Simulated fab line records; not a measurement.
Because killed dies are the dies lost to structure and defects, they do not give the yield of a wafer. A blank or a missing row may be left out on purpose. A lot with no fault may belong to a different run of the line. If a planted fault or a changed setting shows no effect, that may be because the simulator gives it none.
Code-filled problem report in 8D (eight disciplines) form || flow sky130 || the parts of the form that need people (team, actions taken, sign-off) are left out

## 1. THE ISSUE
LI_CONTACT_W_RS at SKY_LI_CONTACT_RS_MEAS_22 reads a mean of 0.257 ohm/sq on 2 wafers of 2 lots; wafers without a fault read 0.286 ohm/sq with a standard deviation of 0.0035. That puts it -8.4 standard deviations away from the usual mean.
The step: measures by four-point-probe.
First observed at day 32 15:14: wafer L150.2, on film metro-01. The record has a number at this step for 30 wafers belonging to 10 lots. The rule behind "out" and "out of limits": a value lying over 4 standard deviations away from the usual mean. The other wafers with a number count as sound.

## 2. WHAT THIS IS AND IS NOT
{"question": "which readings at this step", "is": "LI_CONTACT_W_RS", "is not": "-"}
{"question": "which lots", "is": "L150, L152", "is not": "L141, L143, L144, L145, L160, L161, L162, L163"}
{"question": "which wafers of those lots", "is": "L150.2, L152.1", "is not": "L150.1, L150.6, L152.2, L152.4"}
{"question": "read on which gauges", "is": "film metro-01, film metro-04", "is not": "film metro-03"}
{"question": "when", "is": "from day 32 15:14", "is not": "up to then (14 sound wafers); but 14 sound wafers of L152, L160, L161, L162, L163 came after"}

## 3. WHAT RULES OUT EACH SUSPECT
Counting: any tool at a process step up to the reading remains a suspect provided it ran every lot that is out. Sound lots after the first of them don't rule it out here, since some wafers of a struck lot are sound.
- the gauge at SKY_LI_CONTACT_RS_MEAS_22: ruled out. Those wafers that are out were read across 2 gauges (film metro-01, film metro-04).
- cvd w-02 at SKY_LI_CONTACT_CVD_21 (deposits W, target thk 400 nm, time 120.56 s): kept. Every lot that is out went through it, the first being L150 (day 32 15:07); the last sound lot it ran before that was L143 (day 31 02:23). Out on those wafers are its own readings of susceptor temp C.
- Within cvd w-02 at SKY_LI_CONTACT_CVD_21: the wafers that are out ran in chamber 1; their sound lot-mates ran in chamber 0.
Left after counting: cvd w-02 at SKY_LI_CONTACT_CVD_21.

## 4. THE CAUSE (what the simulator had put in)
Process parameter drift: cvd w-02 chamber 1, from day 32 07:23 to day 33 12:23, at SKY_LI_CONTACT_CVD_21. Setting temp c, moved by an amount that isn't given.
Only this tool survived the counting.

## 5. THE CHAIN OF EFFECTS, in route order
Each row: a reading whose mean over the struck wafers that have a number lies more than 3 standard deviations from the usual. Only readings whose record carries a usual standard deviation are examined. hours: median over the lots of the time between each lot's start at the first step of this table that gives one and its start at this step. sigmas: the change, counted in usual standard deviations.
{"hours": 0, "step": "SKY_LI_CONTACT_CVD_21", "reading": "susceptor temp C", "usual": "400.02 C", "on struck wafers": 406.05, "change": "+6.03", "sigmas": "+27"}
{"hours": 0, "step": "SKY_LI_CONTACT_RS_MEAS_22", "reading": "LI_CONTACT_W_RS", "usual": "0.286 ohm/sq", "on struck wafers": 0.257, "change": -0.029, "sigmas": -8.4}
{"hours": 0, "step": "SKY_LI_CONTACT_THK_MEAS_23", "reading": "LI_CONTACT_W_THK", "usual": "398 nm", "on struck wafers": 440, "change": "+42", "sigmas": "+7.4"}
{"hours": 0, "step": "SKY_LI_CONTACT_CMP_24", "reading": "time to endpoint s", "usual": "100 s", "on struck wafers": 114, "change": "+14", "sigmas": "+4.2"}
Here are the process steps it includes:
- SKY_LI_CONTACT_CVD_21: deposits W, target thk 400 nm, time 120.56 s.
- SKY_LI_CONTACT_CMP_24: polishes, stops on PSG, t overpolish 20 s, target thk 0 nm.

## 6. HOW IT WOULD HAVE BEEN CAUGHT EARLIER
8 hours passed between the start of the fault at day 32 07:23 and the first reading out of limits at a measuring or inspecting step in this record, taken at day 32 15:14.
Tool's own readings at SKY_LI_CONTACT_CVD_21, susceptor temp C: out on all struck wafers the step has rows for; an alarm limit on them would have tripped on the first.
Of the lots that are out (2), L152 began SKY_LI_CONTACT_CVD_21 on cvd w-02 after day 32 15:14. A hold on the tool at that time would have spared it.
